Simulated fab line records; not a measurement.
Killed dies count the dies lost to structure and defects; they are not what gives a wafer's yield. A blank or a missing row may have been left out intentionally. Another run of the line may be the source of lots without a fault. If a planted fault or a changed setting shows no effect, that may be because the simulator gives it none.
Split-lot trial -- flow gf180mcu -- 23 wafers read across 5 lots, on a route 602 steps long

## SPLIT DETAILS
At GF_V4_CVD_00 (deposits SiO2, target thk 600 nm, time 100 s), the setting sih4-flow-sccm was moved away from the recipe's 60 sccm on 9 of the 23 wafers read, by -10.7% to +12.9%. This setting was run at the recipe's value on the other wafers.

The file shows no step between the split and the reading.

## THE READING
V4_CVD_00_THK in nanometres, read at GF_V4_THK_MEAS_01. Typical for fault-free wafers on this fab line: 603 nm, with standard deviation 5.8 nm.

wafer,"tool, chamber at the split","sih4-flow-sccm as run, sccm",against the recipe,"V4_CVD_00_THK, nm",against lot-mates on the recipe
L074.2,"hdpcvd-01, 1",60,recipe,605,-
L074.4,"hdpcvd-01, 1",60,recipe,604,-
L074.6,"hdpcvd-01, 2",60,recipe,605,-
L076.1,"hdpcvd-02, 0",60,recipe,594,-
L076.2,"hdpcvd-02, 1",60,recipe,604,-
L076.3,"hdpcvd-02, 2",60,recipe,591,-
L076.5,"hdpcvd-02, 1",60,recipe,601,-
L076.6,"hdpcvd-02, 0",60,recipe,592,-
L077.1,"hdpcvd-02, 0",67.77,+12.9%,684,+86
L077.3,"hdpcvd-02, 2",60,recipe,595,-
L077.4,"hdpcvd-02, 1",67.77,+12.9%,680,+82
L077.5,"hdpcvd-02, 2",67.77,+12.9%,676,+78
L077.6,"hdpcvd-02, 0",60,recipe,602,-
L081.2,"hdpcvd-02, 1",54.98,-8.4%,558,-52
L081.3,"hdpcvd-02, 2",60,recipe,608,-
L081.4,"hdpcvd-02, 1",60,recipe,612,-
L081.5,"hdpcvd-02, 2",54.98,-8.4%,559,-51
L081.6,"hdpcvd-02, 0",54.98,-8.4%,553,-57
L084.1,"hdpcvd-01, 1",53.56,-10.7%,544,-62
L084.2,"hdpcvd-01, 2",60,recipe,603,-
L084.3,"hdpcvd-01, 0",53.56,-10.7%,548,-58
L084.4,"hdpcvd-01, 1",60,recipe,608,-
L084.5,"hdpcvd-01, 0",53.56,-10.7%,553,-52

THE FIT
A straight line over all 23 wafers: V4_CVD_00_THK changes by +5.6 nm for each +1% of sih4-flow-sccm; r = +0.99; the points scatter about the line by 6.1 nm.
The same after taking each lot's own level away (the mean of its wafers on the recipe; 23 wafers): +6.01 nm for each +1%; r = +0.99; scatter 4.8 nm.
That fit puts the effect of the largest move of sih4-flow-sccm on the reading at 78 nm.
Measured against the standard deviation above, the lots' own levels, which go from 596.4 to 610.0 nm, span 2.3 times it.
So the lot-to-lot level changes the slope little: the two slopes agree.
Check: for one of the wafers moved furthest among these (+12.9%), held out of the fit, the line's prediction against its lot-mates is +77 nm. It came out at +85.5 nm against them.

## OTHER SPLITS APPLIED TO THESE WAFERS
Note: prior to the reading, these wafers also went through further splits. Each is held against what the fit with the lots' levels taken away leaves over:
other split on the same wafers,wafers away from the commonest value,r with V4_CVD_00_THK (lot level and that fit taken away)
GF_V3_CVD_00 sih4-flow-sccm,5,-0.02
GF_V3_SPUTTER_21 chamber-pressure-pa,15,-0.10
GF_V3_CVD_23 pressure-torr,15,-0.15
GF_M4_SPUTTER_03 time-s,5,+0.25
GF_M4_METAL_ETCH_16 time-s,11,-0.38

## THE WHOLE CHAIN: every reading that the file lists as answering this split, in the file's order
step,what it does,reading,change (the file's fit),r (the file's)
GF_V4_CVD_00,"deposits SiO2, target thk 600 nm, time 100 s","SiO2_of_V4_CVD_00.thk-nm (the simulator's own value, which no gauge read)",+6 nm for each +1% of the setting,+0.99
GF_V4_THK_MEAS_01,,V4_CVD_00_THK,+5.99 for each +1% of the setting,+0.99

## FILE'S OWN FIT
V4_CVD_00_THK changes by +5.99 nm for each +1% of sih4-flow-sccm, r = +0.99.
